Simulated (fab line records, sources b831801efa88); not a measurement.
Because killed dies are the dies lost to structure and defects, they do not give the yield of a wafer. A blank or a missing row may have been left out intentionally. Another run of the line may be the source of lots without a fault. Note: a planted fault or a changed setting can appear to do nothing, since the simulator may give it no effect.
2 desks looking at one fault ; flow sfq_line ; each desk holds nothing but its own numbers, with what lay behind them at the end

AT THE METROLOGY DESK
Means of the sampled wafers that have a number, per lot and without regard to the tool the lot ran on: this is what the gauges read. Marked OUT: a lot whose mean sits more than 4 standard deviations from the usual mean, which makes it out of limits; the brackets give that distance.
Columns: A = I4_BOW at SFQ_I4_BOW_MEAS_927, usual 3 um; B = I4_OVL at SFQ_I4_OVL_MEAS_928, usual -2 nm
lot;first seen here;A;B
L665;day 43 09:49;-2;4
L666;day 45 15:20;11;-5
L667;day 46 00:20;-3;-6
L669;day 47 00:38;13;-12
L679;day 50 03:08;13;-11
L680;day 50 19:56;20;2
L681;day 51 01:56;-10;2
Finding of this desk: none of the 7 lots has anything out of limits.

FOR THE TOOL OWNER'S DESK: rie_diel-03
The tool's own readings at SFQ_TRILAYER_I4_VIA_BARC_OPEN_VIA_ETCH_146 (etches BARC in O2, target depth 125 nm, time 41.7 s): means of the sampled wafers that have a number, for each lot that ran on this tool. Marked OUT: a lot whose mean sits more than 4 standard deviations from the usual mean, which makes it out of limits; the brackets give that distance.
Columns: A = drypump_motor_current_A at SFQ_TRILAYER_I4_VIA_BARC_OPEN_VIA_ETCH_146, usual 5.6 A; B = oes_product_au at SFQ_TRILAYER_I4_VIA_BARC_OPEN_VIA_ETCH_146, usual 0.685 a.u.; C = run_length_s at SFQ_TRILAYER_I4_VIA_BARC_OPEN_VIA_ETCH_146, usual 70.0 s
lot;first seen here;A;B;C
L666;day 51 14:19;5.6;0.687;70.4
L667;day 51 22:43;5.8;0.684;70.3
L669;day 52 20:43;5.6;0.684;69.9
L679;day 55 11:07;6.1;0.732 (+11) OUT;66.8 (-7.4) OUT
L680;day 56 00:05;5.5;0.827 (+32) OUT;60.5 (-22) OUT
L681;day 56 03:41;5.9;0.751 (+15) OUT;65.2 (-11) OUT
This desk's finding: out of limits on L679, L680, L681; first on L679, day 55 11:07 (oes_product_au at SFQ_TRILAYER_I4_VIA_BARC_OPEN_VIA_ETCH_146). Within limits: L666, L667, L669.

BROUGHT TOGETHER
An alarm could have come from the tool owner's desk at day 55 11:07, on L679, L680, L681.
From the metrology desk's view, nothing was out of limits.
The metrology desk has L679, L680, L681 on record, within its limits.
SFQ_TRILAYER_I4_VIA_BARC_OPEN_VIA_ETCH_146 was run on rie_diel-03 by each of the lots named.

WHAT WAS PUT IN BY THE SIMULATOR
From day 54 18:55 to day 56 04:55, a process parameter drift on rie_diel-03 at SFQ_TRILAYER_I4_VIA_BARC_OPEN_VIA_ETCH_146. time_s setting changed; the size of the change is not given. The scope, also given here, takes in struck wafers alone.
Struck lots among those shown: L679, L680, L681.
How many hours passed from the start of the fault until each desk's first out-of-limits reading: the tool owner's desk, 16.
